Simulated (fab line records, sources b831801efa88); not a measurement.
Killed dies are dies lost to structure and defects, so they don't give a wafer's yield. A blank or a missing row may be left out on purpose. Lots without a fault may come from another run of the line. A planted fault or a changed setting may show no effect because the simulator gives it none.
A struck lot beside a sound one | flow sky130 | 16 steps out of a route of 708
Sound: wafers L954.2, L954.3, L954.4. Struck: wafers L965.2, L965.4, L965.6. The cause comes at the end.
At each step with rows: each side's tool, then ch and its chambers, then its first start. Under that, the readings that differ: sound wafers | struck wafers | difference of the means | sigmas: that difference in standard deviations of wafers without a fault.
alike: readings whose means differ by less than 2 such deviations, and words and numbers that are the same on both sides. not compared: withheld readings, readings that some wafer has no value for, bounds like >300 that may hide the same value, and numbers for which the record gives no deviation and whose values overlap.
The two part at a step that has a row with sigmas, a row that says differs or no value, or rows on one side only. Numbers that don't overlap but have no deviation are shown without sigmas and don't part them. A reading that every wafer of one side lacks parts them only if that side has two wafers or more.

first, 3 steps without rows for these wafers: SKY_METAL2_EXPOSE_12 (exposes mask MM2, target cd 140 nm); SKY_METAL2_PEB_13; SKY_METAL2_DEVELOP_14 (develop time 60 s).
SKY_METAL2_CD_MEAS_15: target cd 140 nm.
  sound on cd_sem-01, day 35 16:16; struck on cd_sem-01, day 39 14:34
  alike: cd_nm
SKY_METAL2_OVL_MEAS_16:
  sound on overlay-01, day 35 16:22; struck on overlay-02, day 39 14:40
  alike: METAL2_OVL
SKY_METAL2_DESCUM_17: chemistry O2, time 8 s.
  sound on rie_metal-02 ch 0,1, day 35 16:24; struck on rie_metal-02 ch 0,1, day 39 14:42
  alike: drypump_motor_current_A, oes_product_au
  not compared: rf_hours_counter_h
SKY_METAL2_ETCH_18: etches BARC in N2/H2, stops on SiO2, time 45.9 s, target depth 60 nm.
  sound on rie_metal-02 ch 0,1, day 35 16:26; struck on rie_metal-02 ch 0,1, day 39 14:44
  alike: drypump_motor_current_A, oes_product_au, throttle_valve_pct
  not compared: rf_hours_counter_h
SKY_METAL2_METAL_ETCH_19: etches the open film in Cl2/BCl3, stops on SiO2, target depth 360 nm, time 78 s.
  sound on rie_metal-02 ch 0,1, day 35 16:29; struck on rie_metal-02 ch 0,1, day 39 14:47
  alike: drypump_motor_current_A, oes_product_au, throttle_valve_pct
  not compared: rf_hours_counter_h
SKY_METAL2_STRIP_20: strips in O2/N2.
  sound on plasma_asher-02 ch 0,1, day 35 16:35; struck on plasma_asher-03 ch 0,1, day 39 14:53
  alike: drypump_motor_current_A, oes_product_au, strip_time_to_endpoint_s
  not compared: rf_hours_counter_h
then, 3 steps without rows for these wafers: SKY_METAL2_STRIP_21 (strips in post etch residue remover, time 1200 s); SKY_METAL2_CLEAN_22 (cleans in IPA, time 180 s); SKY_METAL2_CLEAN_23 (cleans in O3/DIW).
SKY_VIA2_HDPCVD_00: deposits SiO2, target thk 1180 nm, time 196.7 s.
  sound on hdpcvd-01 ch 1,2, day 35 17:11; struck on hdpcvd-02 ch 0,1, day 39 15:50
  alike: pressure_mtorr
SKY_VIA2_THK_MEAS_01:
  sound on film_metro-04, day 35 17:23; struck on film_metro-04, day 39 15:58
  reading              | sound          | struck         | difference | sigmas
  VIA2_HDPCVD_THK (nm) | 1194 1175 1200 | 2373 2364 2365 | +1178      | +99 or more
SKY_VIA2_CMP_02: polishes SiO2.
  sound on cmp-02 ch 0,1,3, day 35 17:43; struck on cmp-02 ch 0,2,3, day 39 16:01
  alike: motor_current_A, slurry_filter_dp_kPa
-- the record jumps here: 9 days lie between the struck wafers' starts before and after (it left off in module VIA2 and takes up again in module PAD_OPEN, whose first step shown is number 708 of the route) --
SKY_PAD_OPEN_PROBE_99:
  sound on prober-02, day 46 01:29; struck on prober-01, day 49 03:12
  alike: defect_limited_yield, killed_at_M0_to_M3, killed_at_M4_up, killed_at_contacts, killed_at_front_end, killed_at_other, killed_dies, killed_open, killed_short, sort_bin_3_pad_short, sort_bin_5_function, sort_bin_6_memory, sort_n_pass, sort_yield_pct

WHERE THEY PART
Only at SKY_VIA2_THK_MEAS_01, within this record. Later steps at which nothing parts them and some readings are alike: SKY_VIA2_CMP_02, SKY_PAD_OPEN_PROBE_99.

WHY: what the simulator had put in
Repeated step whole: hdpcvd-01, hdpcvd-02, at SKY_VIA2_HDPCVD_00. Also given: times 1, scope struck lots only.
